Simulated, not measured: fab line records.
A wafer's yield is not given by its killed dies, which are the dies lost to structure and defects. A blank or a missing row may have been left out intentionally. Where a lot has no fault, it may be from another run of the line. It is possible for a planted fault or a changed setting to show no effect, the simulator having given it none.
Chamber matching ; flow sky130 ; SKY_VIA4_CMP_21 on cmp-01 has 4 sister chambers
The step polishes, stops on SiO2, t overpolish 25 s, target thk 0 nm. 4 wafers are shown with their chamber, then 12 later ones without.

WAFERS, EACH WITH ITS CHAMBER
wafer;chamber;motor current A (A)
L086.3;1;10.6
L091.2;3;11.6
L091.3;0;9.4
L091.4;2;10.9

WAFERS WITH NO CHAMBER GIVEN
wafer;motor current A (A)
L093.1;11.3
L093.3;11.5
L093.6;11.7
L094.1;11.7
L094.4;11.3
L094.6;11.6
L095.2;11.9
L095.3;11.2
L095.6;10.6
L097.1;12.0
L097.4;9.4
L097.6;9.3

EACH ONE'S CHAMBER
wafer;from the rows above;in truth
L093.1;can't be placed: 3 or 2 or 1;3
L093.3;3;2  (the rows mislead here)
L093.6;3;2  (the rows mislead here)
L094.1;3;3
L094.4;can't be placed: 3 or 2 or 1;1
L094.6;3;3
L095.2;3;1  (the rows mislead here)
L095.3;can't be placed: 2 or 3 or 1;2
L095.6;can't be placed: 1 or 2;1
L097.1;3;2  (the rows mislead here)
L097.4;0;0
L097.6;0;0
4 of 12 placed correctly. Cannot be placed on the basis of these rows: 4; the candidates contain the true chamber in 4. Number placed wrongly: 4.
How it was worked out, from the rows above alone: a wafer's distance from a chamber is the root of the sum, over the readings, of the square of ((its reading less the chamber's mean) divided by the reading's scatter). If the next closest chamber is less than 2 further off than the closest, the wafer can't be placed; otherwise it belongs to the closest. A chamber's mean is the mean of its shown wafers. The scatter: with one shown wafer a chamber, the root of the mean of the squares of how far each hidden wafer lies from its nearest shown one.
